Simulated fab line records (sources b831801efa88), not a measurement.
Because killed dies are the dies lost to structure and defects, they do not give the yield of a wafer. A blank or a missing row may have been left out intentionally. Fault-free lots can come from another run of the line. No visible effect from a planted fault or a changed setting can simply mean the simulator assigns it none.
Code-filled problem report in 8D (eight disciplines) form / flow sky130 / the parts of the form that need people (team, actions taken, sign-off) are left out

1. WHAT IS WRONG
At SKY_SD_N_RTA_14, rampUpCPerS averages 44.98 over 6 wafers from 2 lots, while fault-free wafers read 150.00, standard deviation 0.029. So: -99 or more standard deviations from the usual mean.
The step: time 2 s.
Earliest sighting: wafer L191.2 on rtpAnneal-02 at day 32 14:29. Wafers with a number at this step in the record: 42, from 14 lots. By rule, "out" or "out of limits" means more than 4 standard deviations away from the usual mean. The rest of the wafers with a number are treated as sound.

2. WHAT IT IS, AND WHAT IT ISN'T
question=which readings at this step | is=rampUpCPerS | is not=lampPowerPct, wafer_temp_C_max
question=which lots | is=L191, L193 | is not=L178, L181, L182, L183, L184, L185, L187, L189, L198, L199, L200, L201
question=which wafers of those lots | is=all that have a number | is not=-
question=read on which tools | is=rtpAnneal-02 | is not=rtpAnneal-01
question=when | is=from day 32 14:29 | is not=up to then (24 sound wafers); but 12 sound wafers of L198, L199, L200, L201 came after

3. SUSPECTS, AND WHAT RULES EACH OUT
Counting: any tool at a process step up to the reading is kept as a suspect provided that every lot that is out went through it and no sound lot did after the first of them.
- rtpAnneal-02 at SKY_SD_N_RTA_14 (time 2 s): ruled out as a lasting fault. The sound lots L201 went through it after L191, its earliest lot that is out (day 32 14:29).
Left after counting: nothing in the record.

4. THE CAUSE (what the simulator had put in)
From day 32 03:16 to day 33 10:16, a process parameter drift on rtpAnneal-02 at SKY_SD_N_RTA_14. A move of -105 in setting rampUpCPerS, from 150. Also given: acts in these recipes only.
Counting ruled it out, wrongly.

5. THE CHAIN OF EFFECTS, in route order
Rows list readings where the struck wafers' mean (over those with a number) sits beyond 3 standard deviations from the usual. Only readings for which the record gives a usual standard deviation are gone through. hours: the time from each lot's start at the first step in this table that gives one to its start at this step, as a median over the lots. sigmas: the change in usual standard deviations.
hours=0; step=SKY_SD_N_RTA_14; reading=rampUpCPerS; usual=150.00; on struck wafers=44.98; change=-105.02; sigmas=-99 or more
The process steps in it:
- SKY_SD_N_RTA_14: time 2 s.
Later measuring or inspecting steps at which every struck wafer that the step has a row for has a number for every such reading, and none has moved that far: SKY_SD_N_RS_MEAS_18, SKY_LOCAL_INTERCONNECT_THK_MEAS_02, SKY_LOCAL_INTERCONNECT_OVL_MEAS_12.

6. HOW IT WOULD HAVE BEEN CAUGHT EARLIER
In this record the first reading out of limits was taken at day 32 14:29, 11 hours after the fault began at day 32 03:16.
